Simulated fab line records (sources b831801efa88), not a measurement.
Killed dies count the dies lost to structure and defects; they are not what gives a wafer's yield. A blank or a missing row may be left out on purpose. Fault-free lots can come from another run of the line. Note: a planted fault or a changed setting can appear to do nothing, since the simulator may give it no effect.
8D (eight disciplines) problem report, filled in by code / flow sky130 / the parts of the form that need people (team, actions taken, sign-off) are left out

1. THE PROBLEM
Wafers without a fault read 100.00 C, standard deviation 0.13; plate-temp-C at SKY_METAL4_SOFTBAKE_09 reads a mean of 100.81 C on 6 wafers belonging to 2 lots. Measured from the usual mean, that is +6.3 standard deviations.
The step: time 90 s.
First observed at day 45 03:00: wafer L932.3, on litho-track-03. At this step, 39 wafers from 13 lots have a number in the record. The rule behind "out" and "out of limits": a value lying over 4 standard deviations away from the usual mean. The rest of the wafers with a number are treated as sound.

2. WHAT IT IS; WHAT IT IS NOT
question=which readings at this step | is=plate-temp-C | is not=-
question=which lots | is=L932, L934 | is not=L919, L922, L923, L924, L926, L929, L930, L933, L935, L940, L941
question=which wafers of those lots | is=all that have a number | is not=-
question=read on which tools | is=litho-track-03 | is not=litho-track-01, litho-track-02
question=when | is=from day 45 03:00 | is not=up to then (21 sound wafers); but 12 sound wafers of L933, L935, L940, L941 came after

3. THE SUSPECTS, EACH WITH WHAT RULES IT OUT
Counting: a tool stays on the suspect list if, at a process step up to the reading, it processed all lots that are out and no sound lot following the first of them.
- litho-track-03 at SKY_METAL4_SOFTBAKE_09 (time 90 s): kept. It processed each lot that is out, first L932 at day 45 03:00, and no sound lot thereafter; up to then, the last sound lot it processed was L930 at day 44 12:00. Its own plate-temp-C readings are out on those wafers.
After counting, what remains is litho-track-03 at SKY_METAL4_SOFTBAKE_09.

4. THE CAUSE (what the simulator had put in)
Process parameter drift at SKY_METAL4_SOFTBAKE_09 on litho-track-03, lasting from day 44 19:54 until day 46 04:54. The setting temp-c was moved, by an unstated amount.
After counting, this tool was the only one left.

5. THE CHAIN OF EFFECTS, in route order
One row per reading whose mean, taken over the struck wafers that have a number, lies over 3 standard deviations from the usual. Only readings for which the record gives a usual standard deviation are gone through. hours: the time from each lot's start at the first step in this table that gives one to its start at this step, as a median over the lots. sigmas: the change in usual standard deviations.
hours=0; step=SKY_METAL4_SOFTBAKE_09; reading=heater-power-total-W; usual=57.36 W; on struck wafers=57.93; change=+0.57; sigmas=+5.2
hours=0; step=SKY_METAL4_SOFTBAKE_09; reading=plate-temp-C; usual=100.00 C; on struck wafers=100.81; change=+0.81; sigmas=+6.3
Process steps it contains:
- SKY_METAL4_SOFTBAKE_09: time 90 s.

6. WHAT WOULD HAVE CAUGHT IT SOONER
In this record the first reading out of limits was taken at day 45 03:00, 7 hours after the fault began at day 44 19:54.
